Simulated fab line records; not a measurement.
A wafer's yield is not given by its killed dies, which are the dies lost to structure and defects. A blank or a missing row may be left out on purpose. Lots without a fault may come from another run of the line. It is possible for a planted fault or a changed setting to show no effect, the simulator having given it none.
One fault through the eyes of 2 desks :: flow sky130 :: numbers are kept per desk, each desk with only its own; the story behind them comes last

## AT THE METROLOGY DESK
What the gauges read, lot by lot, whatever tool the lot ran on: means of the sampled wafers that have a number. A lot is out of limits, marked OUT, if its mean lies more than 4 standard deviations from the usual mean; the brackets give that distance.
Columns: A = VIA3_W_THK at SKY_VIA3_THK_MEAS_23, usual 406 nm
lot: L654
first seen here: day 40 02:50
A: 407

lot: L657
first seen here: day 40 17:55
A: 408

lot: L659
first seen here: day 41 01:43
A: 407

lot: L660
first seen here: day 41 23:46
A: 409

lot: L662
first seen here: day 42 01:18
A: 404

lot: L661
first seen here: day 42 01:35
A: 402

lot: L663
first seen here: day 42 14:21
A: 409

lot: L665
first seen here: day 42 21:57
A: 408

lot: L664
first seen here: day 42 23:41
A: 409

lot: L666
first seen here: day 43 02:10
A: 404

lot: L667
first seen here: day 43 18:08
A: 404

lot: L668
first seen here: day 43 19:08
A: 411

lot: L675
first seen here: day 45 14:24
A: 396

lot: L676
first seen here: day 45 19:52
A: 404
Result from this desk: across the 14 lots, nothing is out of limits.

## FOR THE TOOL OWNER'S DESK: lithoTrack-03
The tool's own readings at SKY_METAL4_PEB_11: means of the sampled wafers that have a number, for each lot that ran on this tool. A lot is out of limits, marked OUT, if its mean lies more than 4 standard deviations from the usual mean; the brackets give that distance.
Columns: A = exhaustPa at SKY_METAL4_PEB_11, usual 45.0 Pa
lot: L654
first seen here: day 42 03:00
A: 44.8

lot: L662
first seen here: day 44 01:00
A: 45.2

lot: L666
first seen here: day 45 00:00
A: 45.0

lot: L667
first seen here: day 45 15:00
A: 45.5
Result from this desk: across the 4 lots, nothing is out of limits.

## BROUGHT TOGETHER
Metrology desk: nothing out of limits seen.
Nothing out of limits was seen by the tool owner's desk.

## WHAT THE SIMULATOR HAD INSERTED
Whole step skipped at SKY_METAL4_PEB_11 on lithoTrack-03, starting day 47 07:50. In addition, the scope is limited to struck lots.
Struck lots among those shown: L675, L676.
